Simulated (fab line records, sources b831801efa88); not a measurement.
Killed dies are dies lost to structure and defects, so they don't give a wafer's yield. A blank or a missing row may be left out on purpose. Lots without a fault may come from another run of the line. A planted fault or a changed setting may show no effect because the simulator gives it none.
Split-lot experiment | flow gf180mcu | 5 lots, 21 wafers read, on a route of 602 steps

THE SPLIT
At GF_M1_COAT_09 (resist thk 1000 nm), the setting resist_thk_nm was moved away from the recipe's 1000 nm on 4 of the 21 wafers read, by +1.8% to +5.2%. The other wafers ran this setting at the recipe's value.

The reading is taken at the split's own step.

THE READING
KrF_of_M1_COAT_09.thk_nm (the simulator's own value, which no gauge read), in nm, at GF_M1_COAT_09 (resist thk 1000 nm). The file gives no usual value for it. The 17 wafers here that ran the recipe average 1000.1 nm, standard deviation 1.9 nm.

wafer  | tool, chamber at the split | resist_thk_nm as run, nm | against the recipe | KrF_of_M1_COAT_09.thk_nm, nm | against lot-mates on the recipe
L075.1 | litho_track-01, 0          | 1052                     | +5.2%              | 1052                         | +53.6
L075.2 | litho_track-01, 0          | 1000                     | recipe             | 996.6                        | -
L075.3 | litho_track-01, 0          | 1000                     | recipe             | 998.7                        | -
L075.4 | litho_track-01, 0          | 1000                     | recipe             | 999.8                        | -
L075.6 | litho_track-01, 0          | 1052                     | +5.2%              | 1050                         | +51.6
L079.1 | litho_track-04, 0          | 1000                     | recipe             | 999.5                        | -
L079.2 | litho_track-04, 0          | 1000                     | recipe             | 1002                         | -
L079.3 | litho_track-04, 0          | 1000                     | recipe             | 1001                         | -
L079.4 | litho_track-04, 0          | 1000                     | recipe             | 1001                         | -
L079.5 | litho_track-04, 0          | 1000                     | recipe             | 1004                         | -
L078.2 | litho_track-02, 0          | 1000                     | recipe             | 998.2                        | -
L078.3 | litho_track-02, 0          | 1000                     | recipe             | 998.9                        | -
L078.4 | litho_track-02, 0          | 1000                     | recipe             | 998.5                        | -
L078.5 | litho_track-02, 0          | 1000                     | recipe             | 1002                         | -
L078.6 | litho_track-02, 0          | 1000                     | recipe             | 999.1                        | -
L082.2 | litho_track-01, 0          | 1018                     | +1.8%              | 1017                         | +17.0
L082.3 | litho_track-01, 0          | 1000                     | recipe             | 1000                         | -
L082.4 | litho_track-01, 0          | 1018                     | +1.8%              | 1022                         | +22.0
L085.2 | litho_track-04, 0          | 1000                     | recipe             | 998.2                        | -
L085.3 | litho_track-04, 0          | 1000                     | recipe             | 1002                         | -
L085.4 | litho_track-04, 0          | 1000                     | recipe             | 1003                         | -

THE FIT
A straight line over all 21 wafers: KrF_of_M1_COAT_09.thk_nm changes by +9.86 nm for each +1% of resist_thk_nm; r = +0.99; the points scatter about the line by 2.1 nm.
The same after taking each lot's own level away (the mean of its wafers on the recipe; 21 wafers): +10.2 nm for each +1%; r = +0.99; scatter 1.7 nm.
On that fit, the largest move of resist_thk_nm shifts the reading by 53 nm.
The lots' own levels span 998.37 to 1001.50 nm, that is 1.6 times the standard deviation above.
So the lot-to-lot level changes the slope little: the two slopes agree.
Check: with one of the wafers moved furthest among these (+5.2%) left out of the fit, the line predicts +52.5 nm for it against its lot-mates. It came out at +53.6 nm against them.

OTHER SPLITS ON THESE WAFERS
These wafers also went through other splits before the reading. Each is held against what the fit with the lots' levels taken away leaves over:
other split on the same wafers      | wafers away from the commonest value | r with KrF_of_M1_COAT_09.thk_nm (lot level and that fit taken away)
GF_HV_LDD_DEVELOP_18 develop_time_s | 5                                    | -0.01
GF_HV_LDD_COAT_41 resist_thk_nm     | 10                                   | +0.03
GF_HV_LDD_DEVELOP_45 develop_time_s | 9                                    | +0.28
GF_HV_LDD_CVD_56 temp_c             | 8                                    | +0.14
GF_PSD_COAT_02 resist_thk_nm        | 6                                    | -0.06
GF_SAB_CVD_00 time_s                | 7                                    | +0.09
GF_SAB_DEVELOP_08 dev_temp_c        | 8                                    | -0.01
GF_SAB_WET_ETCH_12 time_s           | 13                                   | -0.15
GF_CONTACT_CVD_00 sih4_flow_sccm    | 4                                    | +0.08
GF_CONTACT_SPUTTER_22 time_s        | 9                                    | -0.14
GF_M1_SPUTTER_04 time_s             | 3                                    | +0.19

THE FILE'S OWN FIT
KrF_of_M1_COAT_09.thk_nm changes by +10.2 nm for each +1% of resist_thk_nm, r = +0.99.
